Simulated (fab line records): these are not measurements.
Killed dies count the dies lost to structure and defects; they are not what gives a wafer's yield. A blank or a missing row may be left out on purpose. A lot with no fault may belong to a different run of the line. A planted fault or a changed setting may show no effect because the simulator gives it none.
fab line records / flow sky130
[record] lots = 7 wafers = 21 last_day = 50
route steps=708 shown POLY_CUT@314 SD_P@320
lots that met no fault: from a run of the same line without faults
start_h: hours from the record's first day to the start of the lot's first wafer shown / wait_h: hours since the lot's step before / " identical to the entry in the row above / L1.1+2: a single row standing in for several wafers / - no value, or no start given / * or withheld: withheld / < > ~ a bound
route shown NAME@n: NAME is a module with steps in the file, n the number in the route of the first one / usual: mean/standard deviation taken from wafers without a fault / same: alike in all rows / chamber/n: place in a boat / sites: the reading at each site / _std_site: the standard deviation of these / _edge_site: outer sites' mean less inner sites' / radius_mm: for every site, how far away it sits from the centre of the wafer / mask NAME#n: copy n / behind: the last tool/chamber to shape the wafer / hold: reason for holding the lot/hours on hold/outcome of the hold / device: the transistor (n, p or np) that didn't switch / end of line: the same wafers' tests at the end of the route / where a step has no rows: the recipe by itself / killed: the dies lost at the first sort to structure and to defects; this is not the yield of the wafer / map: a wafer's dies, marking killed ones x, the rest . and places with no die _
set.NAME: the run value of the setting; set.NAME@STEP: its run value at that earlier step / model.NAME: the simulator's own value behind a step, which no gauge read
certain route steps with their lots: each step a table, each wafer a row
services: the hour from which a tool's chamber was out of use, counted from the record's first day as start_h (under 0 if before that day), plus the number of hours and why
[[steps]]
[step SKY_POLY_CUT_DEVELOP_07]
[recipe] develop_time_s = 60 resist = KrF-thick dev_temp_c = 21
[step SKY_POLY_CUT_CD_MEAS_08]
[recipe] target_cd_nm = 270
[usual] cd_nm = 269.6/1.5
lot.wafer=L548.1 tool=cd_sem-01 chamber=- start_h=643.26 wait_h=- cd_nm=269.3
lot.wafer=L548.3 tool=cd_sem-01 chamber=- start_h=643.26 wait_h=- cd_nm=267.1
lot.wafer=L548.5 tool=cd_sem-01 chamber=- start_h=643.26 wait_h=- cd_nm=268.5
lot.wafer=L549.1 tool=cd_sem-02 chamber=- start_h=653.46 wait_h=- cd_nm=269.3
lot.wafer=L549.3 tool=cd_sem-02 chamber=- start_h=653.46 wait_h=- cd_nm=271.1
lot.wafer=L549.4 tool=cd_sem-02 chamber=- start_h=653.46 wait_h=- cd_nm=272.6
lot.wafer=L550.1 tool=cd_sem-02 chamber=- start_h=661.63 wait_h=- cd_nm=267.4
lot.wafer=L550.3 tool=cd_sem-02 chamber=- start_h=661.63 wait_h=- cd_nm=266.0
lot.wafer=L550.5 tool=cd_sem-02 chamber=- start_h=661.63 wait_h=- cd_nm=266.6
lot.wafer=L556.2 tool=cd_sem-02 chamber=- start_h=699.58 wait_h=- cd_nm=271.3
lot.wafer=L556.5 tool=cd_sem-02 chamber=- start_h=699.58 wait_h=- cd_nm=271.8
lot.wafer=L556.6 tool=cd_sem-02 chamber=- start_h=699.58 wait_h=- cd_nm=271.2
lot.wafer=L559.3 tool=cd_sem-02 chamber=- start_h=727.62 wait_h=- cd_nm=270.5
lot.wafer=L559.4 tool=cd_sem-02 chamber=- start_h=727.62 wait_h=- cd_nm=271.5
lot.wafer=L559.6 tool=cd_sem-02 chamber=- start_h=727.62 wait_h=- cd_nm=271.9
lot.wafer=L560.1 tool=cd_sem-02 chamber=- start_h=739.48 wait_h=- cd_nm=267.2
lot.wafer=L560.3 tool=cd_sem-02 chamber=- start_h=739.48 wait_h=- cd_nm=266.5
lot.wafer=L560.6 tool=cd_sem-02 chamber=- start_h=739.48 wait_h=- cd_nm=268.0
lot.wafer=L561.1 tool=cd_sem-02 chamber=- start_h=742.56 wait_h=- cd_nm=269.7
lot.wafer=L561.3 tool=cd_sem-02 chamber=- start_h=742.56 wait_h=- cd_nm=269.9
lot.wafer=L561.5 tool=cd_sem-02 chamber=- start_h=742.56 wait_h=- cd_nm=270.1
[step SKY_POLY_CUT_OVL_MEAS_09]
[usual] POLY_CUT_OVL = 0/4.6
lot.wafer=L548.1 tool=overlay-02 chamber=- start_h=643.38 wait_h=0.1 POLY_CUT_OVL[nm]=-3
lot.wafer=L548.3 tool=overlay-02 chamber=- start_h=643.38 wait_h=0.1 POLY_CUT_OVL[nm]=2
lot.wafer=L548.5 tool=overlay-02 chamber=- start_h=643.38 wait_h=0.1 POLY_CUT_OVL[nm]=2
lot.wafer=L549.1 tool=overlay-01 chamber=- start_h=653.58 wait_h=0.1 POLY_CUT_OVL[nm]=4
lot.wafer=L549.3 tool=overlay-01 chamber=- start_h=653.58 wait_h=0.1 POLY_CUT_OVL[nm]=-1
lot.wafer=L549.4 tool=overlay-01 chamber=- start_h=653.58 wait_h=0.1 POLY_CUT_OVL[nm]=-4
lot.wafer=L550.1 tool=overlay-02 chamber=- start_h=661.75 wait_h=0.1 POLY_CUT_OVL[nm]=2
lot.wafer=L550.3 tool=overlay-02 chamber=- start_h=661.75 wait_h=0.1 POLY_CUT_OVL[nm]=8
lot.wafer=L550.5 tool=overlay-02 chamber=- start_h=661.75 wait_h=0.1 POLY_CUT_OVL[nm]=5
lot.wafer=L556.2 tool=overlay-02 chamber=- start_h=699.68 wait_h=0.1 POLY_CUT_OVL[nm]=3
lot.wafer=L556.5 tool=overlay-02 chamber=- start_h=699.68 wait_h=0.1 POLY_CUT_OVL[nm]=-2
lot.wafer=L556.6 tool=overlay-02 chamber=- start_h=699.68 wait_h=0.1 POLY_CUT_OVL[nm]=3
lot.wafer=L559.3 tool=overlay-01 chamber=- start_h=727.71 wait_h=0.1 POLY_CUT_OVL[nm]=7
lot.wafer=L559.4 tool=overlay-01 chamber=- start_h=727.71 wait_h=0.1 POLY_CUT_OVL[nm]=12
lot.wafer=L559.6 tool=overlay-01 chamber=- start_h=727.71 wait_h=0.1 POLY_CUT_OVL[nm]=4
lot.wafer=L560.1 tool=overlay-02 chamber=- start_h=739.60 wait_h=0.1 POLY_CUT_OVL[nm]=-5
lot.wafer=L560.3 tool=overlay-02 chamber=- start_h=739.60 wait_h=0.1 POLY_CUT_OVL[nm]=2
lot.wafer=L560.6 tool=overlay-02 chamber=- start_h=739.60 wait_h=0.1 POLY_CUT_OVL[nm]=1
lot.wafer=L561.1 tool=overlay-02 chamber=- start_h=742.68 wait_h=0.1 POLY_CUT_OVL[nm]=0
lot.wafer=L561.3 tool=overlay-02 chamber=- start_h=742.68 wait_h=0.1 POLY_CUT_OVL[nm]=1
lot.wafer=L561.5 tool=overlay-02 chamber=- start_h=742.68 wait_h=0.1 POLY_CUT_OVL[nm]=-6
[step SKY_POLY_CUT_ETCH_10]
[recipe] chemistry = N2/H2 target = BARC ion_energy_ev = 200 source_w = 500 bias_w = 100 pressure_mtorr = 30 n2_flow_sccm = 100 h2_flow_sccm = 200 stop_on = SiO2 time_s = 45.9 target_depth_a = 600
[usual] drypump_motor_current_A = 5.5/0.44 oes_product_au = 0.855/0.0049 throttle_valve_pct = 13.225/0.0096
lot.wafer=L548.1 tool=rie_diel-01 chamber=3 start_h=643.41 wait_h=0.0 drypump_motor_current_A=6.1 oes_product_au=0.854 rf_hours_counter_h=9 throttle_valve_pct=13.232
lot.wafer=L548.3 tool=rie_diel-01 chamber=2 start_h=643.41 wait_h=0.0 drypump_motor_current_A=5.7 oes_product_au=0.850 rf_hours_counter_h=3 throttle_valve_pct=13.232
lot.wafer=L548.5 tool=rie_diel-01 chamber=0 start_h=643.41 wait_h=0.0 drypump_motor_current_A=5.3 oes_product_au=0.855 rf_hours_counter_h=- throttle_valve_pct=13.213
lot.wafer=L549.1 tool=rie_diel-02 chamber=0 start_h=653.61 wait_h=0.0 drypump_motor_current_A=4.8 oes_product_au=0.850 rf_hours_counter_h=32 throttle_valve_pct=13.226
lot.wafer=L549.3 tool=rie_diel-02 chamber=3 start_h=653.61 wait_h=0.0 drypump_motor_current_A=5.2 oes_product_au=0.862 rf_hours_counter_h=8 throttle_valve_pct=13.209
lot.wafer=L549.4 tool=rie_diel-02 chamber=1 start_h=653.61 wait_h=0.0 drypump_motor_current_A=5.6 oes_product_au=0.859 rf_hours_counter_h=4 throttle_valve_pct=13.227
lot.wafer=L550.1 tool=rie_diel-03 chamber=1 start_h=661.78 wait_h=0.0 drypump_motor_current_A=5.0 oes_product_au=0.847 rf_hours_counter_h=64 throttle_valve_pct=13.221
lot.wafer=L550.3 tool=rie_diel-03 chamber=0 start_h=661.78 wait_h=0.0 drypump_motor_current_A=4.6 oes_product_au=0.856 rf_hours_counter_h=1 throttle_valve_pct=13.230
lot.wafer=L550.5 tool=rie_diel-03 chamber=2 start_h=661.78 wait_h=0.0 drypump_motor_current_A=6.0 oes_product_au=0.852 rf_hours_counter_h=- throttle_valve_pct=13.228
lot.wafer=L556.2 tool=rie_diel-02 chamber=2 start_h=699.71 wait_h=0.0 drypump_motor_current_A=5.5 oes_product_au=0.854 rf_hours_counter_h=16 throttle_valve_pct=13.222
lot.wafer=L556.5 tool=rie_diel-02 chamber=1 start_h=699.71 wait_h=0.0 drypump_motor_current_A=5.6 oes_product_au=0.867 rf_hours_counter_h=- throttle_valve_pct=13.217
lot.wafer=L556.6 tool=rie_diel-02 chamber=2 start_h=699.71 wait_h=0.0 drypump_motor_current_A=5.5 oes_product_au=0.861 rf_hours_counter_h=- throttle_valve_pct=13.215
lot.wafer=L559.3 tool=rie_diel-03 chamber=1 start_h=727.73 wait_h=0.0 drypump_motor_current_A=5.0 oes_product_au=0.852 rf_hours_counter_h=1 throttle_valve_pct=13.214
lot.wafer=L559.4 tool=rie_diel-03 chamber=0 start_h=727.73 wait_h=0.0 drypump_motor_current_A=4.6 oes_product_au=0.853 rf_hours_counter_h=3 throttle_valve_pct=13.227
lot.wafer=L559.6 tool=rie_diel-03 chamber=3 start_h=727.73 wait_h=0.0 drypump_motor_current_A=5.8 oes_product_au=0.849 rf_hours_counter_h=- throttle_valve_pct=13.226
lot.wafer=L560.1 tool=rie_diel-01 chamber=1 start_h=739.63 wait_h=0.0 drypump_motor_current_A=5.8 oes_product_au=0.856 rf_hours_counter_h=5 throttle_valve_pct=13.219
lot.wafer=L560.3 tool=rie_diel-01 chamber=2 start_h=739.63 wait_h=0.0 drypump_motor_current_A=5.8 oes_product_au=0.859 rf_hours_counter_h=5 throttle_valve_pct=13.237
lot.wafer=L560.6 tool=rie_diel-01 chamber=0 start_h=739.63 wait_h=0.0 drypump_motor_current_A=5.3 oes_product_au=0.850 rf_hours_counter_h=- throttle_valve_pct=13.231
lot.wafer=L561.1 tool=rie_diel-02 chamber=1 start_h=742.71 wait_h=0.0 drypump_motor_current_A=5.6 oes_product_au=0.853 rf_hours_counter_h=6 throttle_valve_pct=13.234
lot.wafer=L561.3 tool=rie_diel-02 chamber=3 start_h=742.71 wait_h=0.0 drypump_motor_current_A=5.2 oes_product_au=0.854 rf_hours_counter_h=9 throttle_valve_pct=13.233
lot.wafer=L561.5 tool=rie_diel-02 chamber=2 start_h=742.71 wait_h=0.0 drypump_motor_current_A=5.5 oes_product_au=0.855 rf_hours_counter_h=- throttle_valve_pct=13.228
[step SKY_POLY_CUT_ETCH_11]
[recipe] target = Si3N4 chemistry = CF4/CH2F2/Ar stop_on = poly-Si source_w = 600 bias_w = 150 pressure_mtorr = 40 cf4_flow_sccm = 40 ch2f2_flow_sccm = 20 Ar_flow_sccm = 150 time_s = 42.5 target_depth_a = 600
[usual] drypump_motor_current_A = 5.4/0.44 oes_product_au = 0.828/0.0064 throttle_valve_pct = 14.994/0.01
lot.wafer=L548.1 tool=rie_diel-01 chamber=3 start_h=643.45 wait_h=0.0 drypump_motor_current_A=6.1 oes_product_au=0.841 rf_hours_counter_h=10 throttle_valve_pct=14.990
lot.wafer=L548.3 tool=rie_diel-01 chamber=2 start_h=643.45 wait_h=0.0 drypump_motor_current_A=5.7 oes_product_au=0.837 rf_hours_counter_h=3 throttle_valve_pct=14.995
lot.wafer=L548.5 tool=rie_diel-01 chamber=0 start_h=643.45 wait_h=0.0 drypump_motor_current_A=5.3 oes_product_au=0.840 rf_hours_counter_h=- throttle_valve_pct=14.992
lot.wafer=L549.1 tool=rie_diel-02 chamber=0 start_h=653.65 wait_h=0.0 drypump_motor_current_A=4.8 oes_product_au=0.815 rf_hours_counter_h=32 throttle_valve_pct=15.000
lot.wafer=L549.3 tool=rie_diel-02 chamber=3 start_h=653.65 wait_h=0.0 drypump_motor_current_A=5.2 oes_product_au=0.823 rf_hours_counter_h=8 throttle_valve_pct=14.983
lot.wafer=L549.4 tool=rie_diel-02 chamber=1 start_h=653.65 wait_h=0.0 drypump_motor_current_A=5.6 oes_product_au=0.818 rf_hours_counter_h=4 throttle_valve_pct=14.983
lot.wafer=L550.1 tool=rie_diel-03 chamber=1 start_h=661.83 wait_h=0.0 drypump_motor_current_A=4.9 oes_product_au=0.833 rf_hours_counter_h=64 throttle_valve_pct=14.980
lot.wafer=L550.3 tool=rie_diel-03 chamber=0 start_h=661.83 wait_h=0.0 drypump_motor_current_A=4.6 oes_product_au=0.837 rf_hours_counter_h=1 throttle_valve_pct=14.997
lot.wafer=L550.5 tool=rie_diel-03 chamber=2 start_h=661.83 wait_h=0.0 drypump_motor_current_A=6.0 oes_product_au=0.829 rf_hours_counter_h=- throttle_valve_pct=14.987
lot.wafer=L556.2 tool=rie_diel-02 chamber=2 start_h=699.75 wait_h=0.0 drypump_motor_current_A=5.5 oes_product_au=0.828 rf_hours_counter_h=16 throttle_valve_pct=14.981
lot.wafer=L556.5 tool=rie_diel-02 chamber=1 start_h=699.75 wait_h=0.0 drypump_motor_current_A=5.6 oes_product_au=0.833 rf_hours_counter_h=- throttle_valve_pct=14.987
lot.wafer=L556.6 tool=rie_diel-02 chamber=2 start_h=699.75 wait_h=0.0 drypump_motor_current_A=5.5 oes_product_au=0.822 rf_hours_counter_h=- throttle_valve_pct=14.979
lot.wafer=L559.3 tool=rie_diel-03 chamber=1 start_h=727.78 wait_h=0.0 drypump_motor_current_A=5.0 oes_product_au=0.831 rf_hours_counter_h=1 throttle_valve_pct=14.994
lot.wafer=L559.4 tool=rie_diel-03 chamber=0 start_h=727.78 wait_h=0.0 drypump_motor_current_A=4.7 oes_product_au=0.832 rf_hours_counter_h=3 throttle_valve_pct=14.997
lot.wafer=L559.6 tool=rie_diel-03 chamber=3 start_h=727.78 wait_h=0.0 drypump_motor_current_A=5.8 oes_product_au=0.828 rf_hours_counter_h=- throttle_valve_pct=15.003
lot.wafer=L560.1 tool=rie_diel-01 chamber=1 start_h=739.68 wait_h=0.0 drypump_motor_current_A=5.7 oes_product_au=0.821 rf_hours_counter_h=5 throttle_valve_pct=14.968
lot.wafer=L560.3 tool=rie_diel-01 chamber=2 start_h=739.68 wait_h=0.0 drypump_motor_current_A=5.7 oes_product_au=0.813 rf_hours_counter_h=5 throttle_valve_pct=15.000
lot.wafer=L560.6 tool=rie_diel-01 chamber=0 start_h=739.68 wait_h=0.0 drypump_motor_current_A=5.3 oes_product_au=0.815 rf_hours_counter_h=- throttle_valve_pct=15.000
lot.wafer=L561.1 tool=rie_diel-02 chamber=1 start_h=742.76 wait_h=0.0 drypump_motor_current_A=5.6 oes_product_au=0.826 rf_hours_counter_h=6 throttle_valve_pct=14.973
lot.wafer=L561.3 tool=rie_diel-02 chamber=3 start_h=742.76 wait_h=0.0 drypump_motor_current_A=5.2 oes_product_au=0.826 rf_hours_counter_h=9 throttle_valve_pct=14.973
lot.wafer=L561.5 tool=rie_diel-02 chamber=2 start_h=742.76 wait_h=0.0 drypump_motor_current_A=5.5 oes_product_au=0.827 rf_hours_counter_h=- throttle_valve_pct=15.012
[step SKY_POLY_CUT_STRIP_12]
[recipe] chemistry = O2/N2 power_w = 1400 pressure_mtorr = 1500 platen_temp_c = withheld o2_flow_sccm = 3000 n2_flow_sccm = 300 overash_fraction = 0.5
[usual] drypump_motor_current_A = 5.7/0.59 oes_product_au = 0.452/0.0043 strip_time_to_endpoint_s = 5.365/0.016
lot.wafer=L548.1 tool=plasma_asher-02 chamber=1 start_h=643.50 wait_h=0.0 drypump_motor_current_A=6.5 oes_product_au=0.455 rf_hours_counter_h=92 strip_time_to_endpoint_s=5.379
lot.wafer=L548.3 tool=plasma_asher-02 chamber=0 start_h=643.50 wait_h=0.0 drypump_motor_current_A=5.1 oes_product_au=0.453 rf_hours_counter_h=- strip_time_to_endpoint_s=5.344
lot.wafer=L548.5 tool=plasma_asher-02 chamber=0 start_h=643.50 wait_h=0.0 drypump_motor_current_A=5.1 oes_product_au=0.457 rf_hours_counter_h=- strip_time_to_endpoint_s=5.345
lot.wafer=L549.1 tool=plasma_asher-02 chamber=0 start_h=653.70 wait_h=0.0 drypump_motor_current_A=5.1 oes_product_au=0.456 rf_hours_counter_h=93 strip_time_to_endpoint_s=5.376
lot.wafer=L549.3 tool=plasma_asher-02 chamber=1 start_h=653.70 wait_h=0.0 drypump_motor_current_A=6.4 oes_product_au=0.455 rf_hours_counter_h=- strip_time_to_endpoint_s=5.353
lot.wafer=L549.4 tool=plasma_asher-02 chamber=0 start_h=653.70 wait_h=0.0 drypump_motor_current_A=5.1 oes_product_au=0.452 rf_hours_counter_h=- strip_time_to_endpoint_s=5.375
lot.wafer=L550.1 tool=plasma_asher-02 chamber=1 start_h=661.87 wait_h=0.0 drypump_motor_current_A=6.4 oes_product_au=0.446 rf_hours_counter_h=93 strip_time_to_endpoint_s=5.382
lot.wafer=L550.3 tool=plasma_asher-02 chamber=1 start_h=661.87 wait_h=0.0 drypump_motor_current_A=6.4 oes_product_au=0.457 rf_hours_counter_h=- strip_time_to_endpoint_s=5.378
lot.wafer=L550.5 tool=plasma_asher-02 chamber=0 start_h=661.87 wait_h=0.0 drypump_motor_current_A=5.1 oes_product_au=0.455 rf_hours_counter_h=- strip_time_to_endpoint_s=5.388
lot.wafer=L556.2 tool=plasma_asher-01 chamber=0 start_h=699.80 wait_h=0.0 drypump_motor_current_A=6.1 oes_product_au=0.450 rf_hours_counter_h=88 strip_time_to_endpoint_s=5.386
lot.wafer=L556.5 tool=plasma_asher-01 chamber=0 start_h=699.80 wait_h=0.0 drypump_motor_current_A=6.1 oes_product_au=0.457 rf_hours_counter_h=- strip_time_to_endpoint_s=5.369
lot.wafer=L556.6 tool=plasma_asher-01 chamber=1 start_h=699.80 wait_h=0.0 drypump_motor_current_A=5.2 oes_product_au=0.450 rf_hours_counter_h=- strip_time_to_endpoint_s=5.348
lot.wafer=L559.3 tool=plasma_asher-02 chamber=0 start_h=727.85 wait_h=0.1 drypump_motor_current_A=5.1 oes_product_au=0.454 rf_hours_counter_h=- strip_time_to_endpoint_s=5.367
lot.wafer=L559.4 tool=plasma_asher-02 chamber=1 start_h=727.85 wait_h=0.1 drypump_motor_current_A=6.4 oes_product_au=0.460 rf_hours_counter_h=- strip_time_to_endpoint_s=5.358
lot.wafer=L559.6 tool=plasma_asher-02 chamber=1 start_h=727.85 wait_h=0.1 drypump_motor_current_A=6.4 oes_product_au=0.452 rf_hours_counter_h=- strip_time_to_endpoint_s=5.376
lot.wafer=L560.1 tool=plasma_asher-01 chamber=1 start_h=739.72 wait_h=0.0 drypump_motor_current_A=5.2 oes_product_au=0.456 rf_hours_counter_h=92 strip_time_to_endpoint_s=5.379
lot.wafer=L560.3 tool=plasma_asher-01 chamber=1 start_h=739.72 wait_h=0.0 drypump_motor_current_A=5.2 oes_product_au=0.452 rf_hours_counter_h=- strip_time_to_endpoint_s=5.342
lot.wafer=L560.6 tool=plasma_asher-01 chamber=0 start_h=739.72 wait_h=0.0 drypump_motor_current_A=6.1 oes_product_au=0.450 rf_hours_counter_h=- strip_time_to_endpoint_s=5.383
lot.wafer=L561.1 tool=plasma_asher-02 chamber=1 start_h=742.80 wait_h=0.0 drypump_motor_current_A=6.4 oes_product_au=0.448 rf_hours_counter_h=0 strip_time_to_endpoint_s=5.363
lot.wafer=L561.3 tool=plasma_asher-02 chamber=1 start_h=742.80 wait_h=0.0 drypump_motor_current_A=6.4 oes_product_au=0.459 rf_hours_counter_h=- strip_time_to_endpoint_s=5.366
lot.wafer=L561.5 tool=plasma_asher-02 chamber=0 start_h=742.80 wait_h=0.0 drypump_motor_current_A=5.1 oes_product_au=0.452 rf_hours_counter_h=- strip_time_to_endpoint_s=5.371
[step SKY_SD_P_DEHYDRATE_00]
[recipe] temp_c = 200 time_s = 60
[step SKY_SD_P_HMDS_01]
[recipe] prime_time_s = 60 prime_temp_c = 120
[step SKY_SD_P_COAT_02]
[recipe] resist = NOVOLAK spin_rpm = 3000 resist_thk_nm = 1140
[step SKY_SD_P_SOFTBAKE_03]
[recipe] temp_c = 90 time_s = 60 resist = NOVOLAK
[step SKY_SD_P_EXPOSE_04]
[recipe] mask_id = PSDM na = 0.6 source_shape = conventional sigma_outer = 0.6 polarization = unpolarized target_cd_nm = 380 dose_mj = 138
[step SKY_SD_P_PEB_05]
[recipe] temp_c = withheld time_s = * resist = NOVOLAK
[step SKY_SD_P_DEVELOP_06]
[recipe] resist = NOVOLAK developer = TMAH develop_time_s = 60 dev_temp_c = 23
[usual] chill_plate_temp_C = 23.01/0.098 develop_time_s = 60/0 developer_temp_C = 23.01/0.1
lot.wafer=L548.1 tool=litho_track-04 chamber=- start_h=669.22 wait_h=0.1 chill_plate_temp_C=- develop_time_s=- developer_temp_C=-
lot.wafer=L548.3 tool=litho_track-04 chamber=- start_h=669.22 wait_h=0.1 chill_plate_temp_C=- develop_time_s=- developer_temp_C=-
lot.wafer=L548.5 tool=litho_track-04 chamber=- start_h=669.22 wait_h=0.1 chill_plate_temp_C=- develop_time_s=- developer_temp_C=-
lot.wafer=L549.1 tool=litho_track-04 chamber=- start_h=680.92 wait_h=0.1 chill_plate_temp_C=- develop_time_s=- developer_temp_C=-
lot.wafer=L549.3 tool=litho_track-04 chamber=- start_h=680.92 wait_h=0.1 chill_plate_temp_C=- develop_time_s=- developer_temp_C=-
lot.wafer=L549.4 tool=litho_track-04 chamber=- start_h=680.92 wait_h=0.1 chill_plate_temp_C=- develop_time_s=- developer_temp_C=-
lot.wafer=L550.1 tool=litho_track-04 chamber=- start_h=687.62 wait_h=0.1 chill_plate_temp_C=- develop_time_s=- developer_temp_C=-
lot.wafer=L550.3 tool=litho_track-04 chamber=- start_h=687.62 wait_h=0.1 chill_plate_temp_C=- develop_time_s=- developer_temp_C=-
lot.wafer=L550.5 tool=litho_track-04 chamber=- start_h=687.62 wait_h=0.1 chill_plate_temp_C=- develop_time_s=- developer_temp_C=-
lot.wafer=L556.2 tool=litho_track-02 chamber=0 start_h=727.10 wait_h=0.1 chill_plate_temp_C=23.15 develop_time_s=60 developer_temp_C=22.83
lot.wafer=L556.5 tool=litho_track-02 chamber=0 start_h=727.10 wait_h=0.1 chill_plate_temp_C=22.98 develop_time_s=60 developer_temp_C=22.87
lot.wafer=L556.6 tool=litho_track-02 chamber=0 start_h=727.10 wait_h=0.1 chill_plate_temp_C=23.02 develop_time_s=60 developer_temp_C=23.02
lot.wafer=L559.3 tool=litho_track-01 chamber=0 start_h=754.71 wait_h=0.1 chill_plate_temp_C=22.95 develop_time_s=60 developer_temp_C=22.91
lot.wafer=L559.4 tool=litho_track-01 chamber=0 start_h=754.71 wait_h=0.1 chill_plate_temp_C=22.86 develop_time_s=60 developer_temp_C=23.07
lot.wafer=L559.6 tool=litho_track-01 chamber=0 start_h=754.71 wait_h=0.1 chill_plate_temp_C=22.84 develop_time_s=60 developer_temp_C=22.89
lot.wafer=L560.1 tool=litho_track-04 chamber=0 start_h=766.22 wait_h=0.1 chill_plate_temp_C=23.08 develop_time_s=60 developer_temp_C=23.05
lot.wafer=L560.3 tool=litho_track-04 chamber=0 start_h=766.22 wait_h=0.1 chill_plate_temp_C=23.02 develop_time_s=60 developer_temp_C=22.98
lot.wafer=L560.6 tool=litho_track-04 chamber=0 start_h=766.22 wait_h=0.1 chill_plate_temp_C=23.03 develop_time_s=60 developer_temp_C=23.08
lot.wafer=L561.1 tool=litho_track-02 chamber=0 start_h=768.73 wait_h=0.1 chill_plate_temp_C=23.01 develop_time_s=60 developer_temp_C=23.10
lot.wafer=L561.3 tool=litho_track-02 chamber=0 start_h=768.73 wait_h=0.1 chill_plate_temp_C=23.09 develop_time_s=60 developer_temp_C=22.90
lot.wafer=L561.5 tool=litho_track-02 chamber=0 start_h=768.73 wait_h=0.1 chill_plate_temp_C=23.05 develop_time_s=60 developer_temp_C=22.92
[step SKY_SD_P_CD_MEAS_07]
[recipe] target_cd_nm = 380
[usual] cd_nm = 379.9/2.2
lot.wafer=L548.1 tool=cd_sem-02 chamber=- start_h=669.37 wait_h=0.1 cd_nm=-
lot.wafer=L548.3 tool=cd_sem-02 chamber=- start_h=669.37 wait_h=0.1 cd_nm=-
lot.wafer=L548.5 tool=cd_sem-02 chamber=- start_h=669.37 wait_h=0.1 cd_nm=-
lot.wafer=L549.1 tool=cd_sem-02 chamber=- start_h=681.07 wait_h=0.1 cd_nm=-
lot.wafer=L549.3 tool=cd_sem-02 chamber=- start_h=681.07 wait_h=0.1 cd_nm=-
lot.wafer=L549.4 tool=cd_sem-02 chamber=- start_h=681.07 wait_h=0.1 cd_nm=-
lot.wafer=L550.1 tool=cd_sem-01 chamber=- start_h=687.77 wait_h=0.1 cd_nm=-
lot.wafer=L550.3 tool=cd_sem-01 chamber=- start_h=687.77 wait_h=0.1 cd_nm=-
lot.wafer=L550.5 tool=cd_sem-01 chamber=- start_h=687.77 wait_h=0.1 cd_nm=-
lot.wafer=L556.2 tool=cd_sem-02 chamber=- start_h=727.25 wait_h=0.1 cd_nm=379.2
lot.wafer=L556.5 tool=cd_sem-02 chamber=- start_h=727.25 wait_h=0.1 cd_nm=382.0
lot.wafer=L556.6 tool=cd_sem-02 chamber=- start_h=727.25 wait_h=0.1 cd_nm=380.2
lot.wafer=L559.3 tool=cd_sem-02 chamber=- start_h=754.85 wait_h=0.1 cd_nm=380.6
lot.wafer=L559.4 tool=cd_sem-02 chamber=- start_h=754.85 wait_h=0.1 cd_nm=378.5
lot.wafer=L559.6 tool=cd_sem-02 chamber=- start_h=754.85 wait_h=0.1 cd_nm=379.9
lot.wafer=L560.1 tool=cd_sem-02 chamber=- start_h=766.37 wait_h=0.1 cd_nm=373.6
lot.wafer=L560.3 tool=cd_sem-02 chamber=- start_h=766.37 wait_h=0.1 cd_nm=376.7
lot.wafer=L560.6 tool=cd_sem-02 chamber=- start_h=766.37 wait_h=0.1 cd_nm=374.9
lot.wafer=L561.1 tool=cd_sem-02 chamber=- start_h=768.88 wait_h=0.1 cd_nm=376.3
lot.wafer=L561.3 tool=cd_sem-02 chamber=- start_h=768.88 wait_h=0.1 cd_nm=379.7
lot.wafer=L561.5 tool=cd_sem-02 chamber=- start_h=768.88 wait_h=0.1 cd_nm=377.6
[[services]]
tool=rie_diel-03 chamber=1 start_h=622.78 hours=2.8 kind=repair
tool=rie_diel-03 chamber=1 start_h=665.48 hours=- kind=clean
tool=rie_diel-03 chamber=1 start_h=665.48 hours=22.8 kind=scheduled_down
tool=rie_diel-03 chamber=1 start_h=665.48 hours=22.8 kind=vent_cycle
tool=rie_diel-01 chamber=0 start_h=680.25 hours=7.7 kind=repair
tool=plasma_asher-01 chamber=- start_h=696.23 hours=2.8 kind=pm
tool=rie_diel-03 chamber=2 start_h=697.61 hours=7.7 kind=repair
tool=rie_diel-01 chamber=2 start_h=707.93 hours=4.2 kind=repair
tool=plasma_asher-02 chamber=- start_h=733.79 hours=9.0 kind=pm
tool=plasma_asher-02 chamber=0 start_h=733.79 hours=9.0 kind=vent_cycle
tool=plasma_asher-02 chamber=1 start_h=733.79 hours=9.0 kind=vent_cycle
tool=rie_diel-02 chamber=0 start_h=734.77 hours=2.6 kind=repair
tool=plasma_asher-02 chamber=0 start_h=742.79 hours=- kind=clean
tool=plasma_asher-02 chamber=1 start_h=742.79 hours=- kind=clean
tool=rie_diel-01 chamber=0 start_h=744.38 hours=8.8 kind=repair
tool=rie_diel-03 chamber=- start_h=756.25 hours=0.6 kind=repair
tool=rie_diel-02 chamber=- start_h=766.01 hours=2.8 kind=pm
[[key]]
[first_sign] step = SKY_SD_P_DEVELOP_06 reading = tool_record direction = missing
effect none on later readings
met_at SKY_SD_P_DEVELOP_06
struck_wafers L548.1,L548.3,L548.5,L549.1,L549.3,L549.4,L550.1,L550.3,L550.5
sort_left_out L548.1,L548.3,L548.5,L549.1,L549.3,L549.4,L550.1,L550.3,L550.5
tester_left_out L548,L549,L550
[fault] kind = skipped_step_whole tool = litho_track-04 chamber = - onset_h = 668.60 steps = SKY_SD_P_DEVELOP_06 scope = struck_lots_only
// tester_left_out: of these lots the tester's yield and bins aren't shown, on N5 and GAA mostly nor the transistor test; their killed dies are dies lost to structure and defects alone, not to doping, threshold or leakage, so they don't give the yield
// sort_left_out: the simulated sort isn't trusted on such a fault, so these wafers' sort isn't shown, and their yield isn't known
